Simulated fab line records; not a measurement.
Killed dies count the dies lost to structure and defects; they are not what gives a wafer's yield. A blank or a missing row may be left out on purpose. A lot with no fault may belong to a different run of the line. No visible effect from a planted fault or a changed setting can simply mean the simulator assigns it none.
The tool behind it: which one?	flow gf180mcu	13 lots with 39 wafers sampled at 5 steps, on a route of 602 steps

WHAT EACH GAUGE READ, for each wafer
GF_DNWELL_TW_MEAS_09.
lot	measured	on	DNWELL_TW
L367	day 2 19:47	filmMetro-04	1343 1346 1347
L369	day 3 05:50	filmMetro-01	1367 1356 1369
L370	day 3 10:02	filmMetro-04	1352 1345 1347
L371	day 3 15:52	filmMetro-01	1358 1366 1360
L373	day 4 01:20	filmMetro-02	1367 1376 1370
L374	day 4 09:25	filmMetro-04	1354 1357 1349
L376	day 4 19:11	filmMetro-02	1373 1373 1378
L377	day 4 23:53	filmMetro-01	1357 1354 1366
L378	day 5 10:07	filmMetro-04	1347 1331 1329
L379	day 5 13:13	filmMetro-02	1373 1362 1363
L381	day 5 19:50	filmMetro-02	1380 1377 1381
L382	day 6 04:32	filmMetro-02	1364 1368 1358
L389	day 7 13:48	filmMetro-04	1325 1319 1325

GF_POLY_GATE_THK_MEAS_01.
lot	measured	on	POLY_GATE_CVD_00_THK (nm)
L367	day 8 10:49	filmMetro-01	199.0 198.9 200.6
L369	day 9 02:13	filmMetro-02	200.5 202.4 202.1
L370	day 9 08:31	filmMetro-04	200.2 199.7 201.1
L371	day 9 13:59	filmMetro-02	199.6 199.5 199.3
L373	day 10 04:44	filmMetro-04	201.3 200.4 199.9
L374	day 10 13:38	filmMetro-01	202.8 202.7 200.0
L376	day 11 05:46	filmMetro-04	200.6 199.7 199.6
L377	day 11 13:29	filmMetro-02	403.9 404.8 403.6
L378	day 12 00:48	filmMetro-02	201.3 201.5 201.5
L379	day 12 05:41	filmMetro-02	200.6 200.3 200.3
L381	day 12 16:39	filmMetro-02	399.0 399.1 397.3
L382	day 13 01:40	filmMetro-04	404.6 403.2 401.9
L389	day 14 23:15	filmMetro-02	199.7 200.0 200.6

GF_HV_LDD_OVL_MEAS_32.
lot	measured	on	HV_LDD_02_OVL (nm)
L367	day 11 14:38	overlay-01	-0.6 0.5 0.4
L369	day 12 05:31	overlay-02	3.3 1.9 1.8
L370	day 12 12:43	overlay-02	-1.3 -0.1 0.7
L371	day 12 19:50	overlay-02	-1.8 0.0 -0.4
L373	day 13 10:44	overlay-01	0.2 0.8 0.5
L374	day 13 22:06	overlay-01	0.8 2.4 1.9
L376	day 14 16:06	overlay-02	-0.6 1.1 0.4
L377	day 14 19:19	overlay-02	3.7 1.8 0.6
L378	day 15 10:33	overlay-02	-1.6 -2.4 -2.1
L379	day 15 18:29	overlay-02	0.3 -0.6 -0.6
L381	day 16 03:34	overlay-01	2.4 0.7 1.3
L382	day 16 13:22	overlay-01	2.1 3.5 0.7
L389	day 18 20:21	overlay-02	0.2 -1.9 -0.8

WHICH TOOL RAN EACH LOT (tool, then ch and the chambers of the sampled wafers, then the start)
lot	GF_NWELL_STRIP_10	GF_POLY_GATE_CVD_00
L367	plasmaAsher-03 ch 0,1, day 3 08:57	lpcvd-02 ch 0, day 8 09:29
L369	plasmaAsher-03 ch 0,1, day 3 18:59	lpcvd-01 ch 0, day 9 00:13
L370	plasmaAsher-01 ch 0,1, day 3 23:05	lpcvd-01 ch 0, day 9 07:10
L371	plasmaAsher-03 ch 0,1, day 4 04:56	lpcvd-01 ch 1, day 9 12:37
L373	plasmaAsher-01 ch 0,1, day 4 14:36	lpcvd-01 ch 1, day 10 03:23
L374	plasmaAsher-01 ch 0,1, day 4 23:02	lpcvd-02 ch 0, day 10 12:19
L376	plasmaAsher-02 ch 0,1, day 5 08:57	lpcvd-02 ch 0, day 11 04:26
L377	plasmaAsher-03 ch 0,1, day 5 14:29	lpcvd-02 ch 1, day 11 09:23
L378	plasmaAsher-03 ch 0,1, day 6 00:14	lpcvd-01 ch 0, day 11 23:28
L379	plasmaAsher-01 ch 0,1, day 6 04:30	lpcvd-01 ch 0, day 12 04:21
L381	plasmaAsher-03 ch 0,1, day 6 11:18	lpcvd-01 ch 0, day 12 13:44
L382	plasmaAsher-02 ch 0,1, day 6 19:32	lpcvd-01 ch 0, day 12 22:49
L389	plasmaAsher-02 ch 0,1, day 8 06:32	lpcvd-02 ch 0, day 14 21:14
- GF_NWELL_STRIP_10: strips in O2/N2.
- GF_POLY_GATE_CVD_00: deposits poly-Si, target thk 200 nm, time 1200 s.

AS READ BY THE TOOLS THEMSELVES (means over the sampled wafers that have a number; for cases with no such wafer, the mark the record gives instead)
GF_NWELL_STRIP_10.
lot	tool	drypumpMotorCurrentA (A)	heaterPowerW (W)	o2FlowSccm (sccm)	oesProductAu (a.u.)	stripTimeToEndpointS (s)
L367	plasmaAsher-03	5.9	371	3005	0.721	37.46
L369	plasmaAsher-03	5.9	370	3000	0.724	37.53
L370	plasmaAsher-01	5.3	357	3000	0.722	37.32
L371	plasmaAsher-03	6.0	389	3011	0.721	37.35
L373	plasmaAsher-01	5.4	340	3000	0.726	37.52
L374	plasmaAsher-01	5.4	337	2998	0.718	37.27
L376	plasmaAsher-02	6.0	370	3005	0.726	37.55
L377	plasmaAsher-03	6.0	400	3006	0.724	37.45
L378	plasmaAsher-03	5.9	376	2995	0.721	37.49
L379	plasmaAsher-01	5.3	356	3011	0.724	37.26
L381	plasmaAsher-03	5.9	371	3004	0.725	37.51
L382	plasmaAsher-02	6.0	366	3001	0.723	37.31
L389	plasmaAsher-02	6.0	368	2999	0.720	37.30

GF_POLY_GATE_CVD_00.
lot	tool	susceptorTempC (C)
L367	lpcvd-02	620.06
L369	lpcvd-01	620.33
L370	lpcvd-01	620.02
L371	lpcvd-01	620.02
L373	lpcvd-01	620.13
L374	lpcvd-02	620.16
L376	lpcvd-02	620.03
L377	lpcvd-02	620.04
L378	lpcvd-01	620.08
L379	lpcvd-01	620.16
L381	lpcvd-01	620.12
L382	lpcvd-01	619.79
L389	lpcvd-02	619.87

THE ANSWER, worked out from the rows above alone
Rule: usual is defined by the lots themselves. Put in order of their means at a reading, lots are off if they are a third of the lots or fewer, leave a main group of 4 or more, and stand apart from it by a gap of 3 or more times the standard deviation of the main group's means; of several such gaps the widest counts. If all means in a main group match to the digits the tables above print for the reading, that group is not used. Also off: a lot with no number at a reading for which 4 or more lots have one. Any other lot the step has rows for is counted as sound. After the gauges, taken in route order, come the tools' own readings; for these a lot's mean is taken, as printed above. At the first step where some lot is off, the reading lying furthest off is the one used; lots without a number count as furthest.
Off: L377, L381, L382, at GF_POLY_GATE_THK_MEAS_01 (POLY_GATE_CVD_00_THK). The main group has a mean of 200.5 nm with a standard deviation of 0.81.
A tool fits if, at a process step before that reading, it ran every lot that is off, and no sound lot after the first of them. The gauges at GF_POLY_GATE_THK_MEAS_01 are tried like those tools. No candidate that was tried fits.

WHAT THE SIMULATOR HAD INSERTED
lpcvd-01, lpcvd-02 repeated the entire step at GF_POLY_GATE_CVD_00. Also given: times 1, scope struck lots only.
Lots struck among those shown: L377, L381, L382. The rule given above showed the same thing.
